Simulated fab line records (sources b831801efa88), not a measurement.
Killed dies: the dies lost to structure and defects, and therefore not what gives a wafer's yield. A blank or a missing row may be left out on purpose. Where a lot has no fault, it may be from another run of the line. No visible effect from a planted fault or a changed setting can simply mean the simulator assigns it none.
Matching of chambers | flow gf180mcu | wet bench-04 running GF_V2_STRIP_19: 3 sister chambers
The step strips in post etch residue remover, time 1200 s. 14 wafers are shown with their chamber, then 4 later ones without.

## EACH WAFER AND ITS CHAMBER
wafer  | chamber | bath heat duty pct (%)
L179.2 | 2       | 18.6
L179.3 | 2       | 16.9
L179.5 | 2       | 17.9
L180.1 | 0       | 14.7
L180.3 | 0       | 16.3
L180.5 | 0       | 15.4
L181.1 | 2       | 17.4
L181.5 | 2       | 17.3
L181.6 | 2       | 16.9
L184.1 | 3       | 14.8
L184.2 | 3       | 13.9
L184.4 | 3       | 15.3
L194.3 | 2       | 18.2
L194.4 | 2       | 14.9

SIGNATURES, as means of the wafers listed above
reading            | chamber 0 | chamber 2 | chamber 3 | scatter within a chamber
bath heat duty pct | 15.467    | 17.262    | 14.667    | 1.01
Rule: a wafer lies at a distance from a chamber equal to the root of the sum of squares, over the readings, of (its reading less the chamber's mean, divided by the reading's scatter). The wafer belongs to the nearest chamber; if the next one is less than 2 further off, it can't be placed. The scatter: the root of (the sum of the squares of (reading less its chamber's mean) over the shown wafers, divided by (wafers less chambers)).

## WAFERS WITH NO CHAMBER GIVEN
wafer  | bath heat duty pct (%)
L194.5 | 17.1
L196.1 | 14.7
L196.2 | 13.8
L196.6 | 15.2

## WHICH CHAMBER EACH WENT THROUGH
wafer  | from the rows above          | in truth
L194.5 | can't be placed: 2 or 0      | 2
L196.1 | can't be placed: 3 or 0      | 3
L196.2 | can't be placed: 3 or 0      | 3
L196.6 | can't be placed: 0 or 3 or 2 | 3
Correctly placed: 0 of 4. Can't be placed from these rows: 4 (the true chamber is among the candidates in 4). 0 placed wrongly.
